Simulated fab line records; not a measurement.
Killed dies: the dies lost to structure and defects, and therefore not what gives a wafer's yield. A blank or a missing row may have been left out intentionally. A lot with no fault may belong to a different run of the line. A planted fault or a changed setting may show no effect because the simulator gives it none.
A struck lot beside a sound one    flow sky130    37 steps out of a route of 708
Sound: the wafers L533.1, L533.4, L533.6. Struck: wafers L544.2, L544.3, L544.4. The cause is given at the end.
At each step with rows: each side's tool, then ch and its chambers, then its first start. Under that, the readings that differ: sound wafers    struck wafers    difference of the means    sigmas: that difference in standard deviations of wafers without a fault.
alike: readings with means less than 2 such deviations apart, plus words and numbers identical on both sides. not compared: withheld readings, readings lacking a value on some wafer, bounds such as >300 that could conceal the same value, and numbers that have no deviation in the record and whose values overlap.
The two part at a step that has a row with sigmas, a row that says differs or no value, or rows on one side only. Numbers that don't overlap but have no deviation are shown without sigmas and don't part them. A reading missing from all wafers of one side parts the sides only when that side holds two or more wafers.

first, 10 steps without rows for these wafers: SKY_VIA3_CLEAN_18 (cleans in IPA, time 180 s); SKY_VIA3_CLEAN_19 (cleans in O3/DIW); SKY_VIA3_SPUTTER_20 (material TiN, target thk 20 nm, time 80 s); SKY_VIA3_CVD_21 (deposits W, target thk 390 nm, time 117.31 s); SKY_VIA3_CMP_24 (polishes, stops on SiO2, t overpolish 20 s, target thk 0 nm); SKY_METAL4_SPUTTER_00 (material Ti, target thk 15 nm, time 10 s); SKY_METAL4_SPUTTER_01 (material TiN, target thk 20 nm, time 16.7 s); SKY_METAL4_SPUTTER_02 (material AlCu, target thk 735 nm, time 39.1 s); SKY_METAL4_SPUTTER_03 (material Ti, target thk 5 nm, time 3.3 s); SKY_METAL4_SPUTTER_04 (material TiN, target thk 70 nm, time 58.3 s).
SKY_CAP2M_CVD_00: deposits SiO2, target thk 15.5 nm.
  sound on pecvd-02 ch 1,2, day 40 12:58; struck on pecvd-02 ch 0,2, day 43 22:37
reading                                 sound              struck             difference  sigmas
rf-fwd-power-W (W)                      438.5 437.6 444.1  513.1 510.3 513.9  +72.4       +38
model.SiO2_of_CAP2M_CVD_00.thk-nm (nm)  15.51 15.77 15.62  16.16 16.14 16.38  +0.59       
  alike: heater-power-outer-w, heater-power-w
SKY_CAP2M_THK_MEAS_01:
  struck on film-metro-03, day 43 22:38; sound on film-metro-03, day 40 13:00
reading                sound              struck             difference  sigmas
CAP2M_CVD_00_THK (nm)  15.49 15.74 15.62  16.18 16.13 16.36  +0.61       +3
then, 23 steps without rows for these wafers: SKY_CAP2M_SPUTTER_02 (material TiN, target thk 200 nm, time 166.7 s); SKY_CAP2M_DEHYDRATE_05 (time 60 s); SKY_CAP2M_HMDS_06 (prime time 60 s); SKY_CAP2M_COAT_07 (resist thk 1140 nm); SKY_CAP2M_SOFTBAKE_08 (time 60 s); SKY_CAP2M_EXPOSE_09 (exposes mask CAP2M, target cd 1000 nm); SKY_CAP2M_PEB_10; SKY_CAP2M_DEVELOP_11 (develop time 60 s); SKY_CAP2M_METAL_ETCH_13 (etches TiN in Cl2/BCl3, stops on SiO2, target depth 220 nm, time 62.9 s); SKY_CAP2M_STRIP_14 (strips in O2/N2); SKY_CAP2M_STRIP_15 (strips in post etch residue remover, time 1200 s); SKY_CAP2M_CLEAN_16 (cleans in IPA, time 180 s); SKY_CAP2M_CLEAN_17 (cleans in O3/DIW); SKY_METAL4_DEHYDRATE_05 (time 60 s); SKY_METAL4_HMDS_06 (prime time 60 s); SKY_METAL4_COAT_07 (resist thk 60 nm); SKY_METAL4_COAT_08 (resist thk 1140 nm); SKY_METAL4_SOFTBAKE_09 (time 90 s); SKY_METAL4_EXPOSE_10 (exposes mask MM4, target cd 300 nm); SKY_METAL4_PEB_11; SKY_METAL4_DEVELOP_12 (develop time 60 s); SKY_METAL4_DESCUM_15 (chemistry O2, time 8 s); SKY_METAL4_ETCH_16 (etches BARC in N2/H2, stops on SiO2, time 88.2 s, target depth 60 nm).
SKY_METAL4_ETCH_17: etches SiO2 in C4F8/O2/Ar, stops on TiN, time 3.9 s, target depth 15 nm.
  sound on rie-diel-01 ch 0,3, day 42 14:38; struck on rie-diel-01 ch 0,2,3, day 45 18:50
reading                   sound              struck             difference  sigmas
model.etch.depth-nm (nm)  15.51 15.77 15.62  16.16 16.14 16.38  +0.59       
  alike: bias-w, oes-product-au, rf-fwd-power-W
  not compared: rf-hours-counter-h
-- the record jumps here: 4 days lie between the struck wafers' starts before and after (it left off in module METAL4 and takes up again in module PAD_OPEN, whose first step shown is number 708 of the route) --
SKY_PAD_OPEN_PROBE_99:
  struck on prober-01, day 49 06:53; sound on prober-01, day 46 11:14
reading                        sound              struck             difference  sigmas
model.etest.cap-mim2.bv-v (V)  13.92 14.03 13.99  14.91 14.19 14.59  +0.58       
model.etest.cap-mim2.c-ff-um2  2.333 2.292 2.308  2.23 2.253 2.22    -0.08       
  alike: defect-limited-yield, killed_at_M0_to_M3, killed_at_M4_up, killed-at-contacts, killed-at-front-end, killed-at-other, killed-dies, killed-open, killed-short, sort_bin_3_pad_short, sort_bin_5_function, sort_bin_6_memory, sort-n-pass, sort-yield-pct

WHERE THEY PART
Last at SKY_CAP2M_THK_MEAS_01 as far as this record goes, first at SKY_CAP2M_CVD_00. Later steps at which nothing parts them and some readings are alike: SKY_METAL4_ETCH_17, SKY_PAD_OPEN_PROBE_99.

WHY: whatever the simulator had introduced
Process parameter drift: pecvd-02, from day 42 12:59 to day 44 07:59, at SKY_CAP2M_CVD_00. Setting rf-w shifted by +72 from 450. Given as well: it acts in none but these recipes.
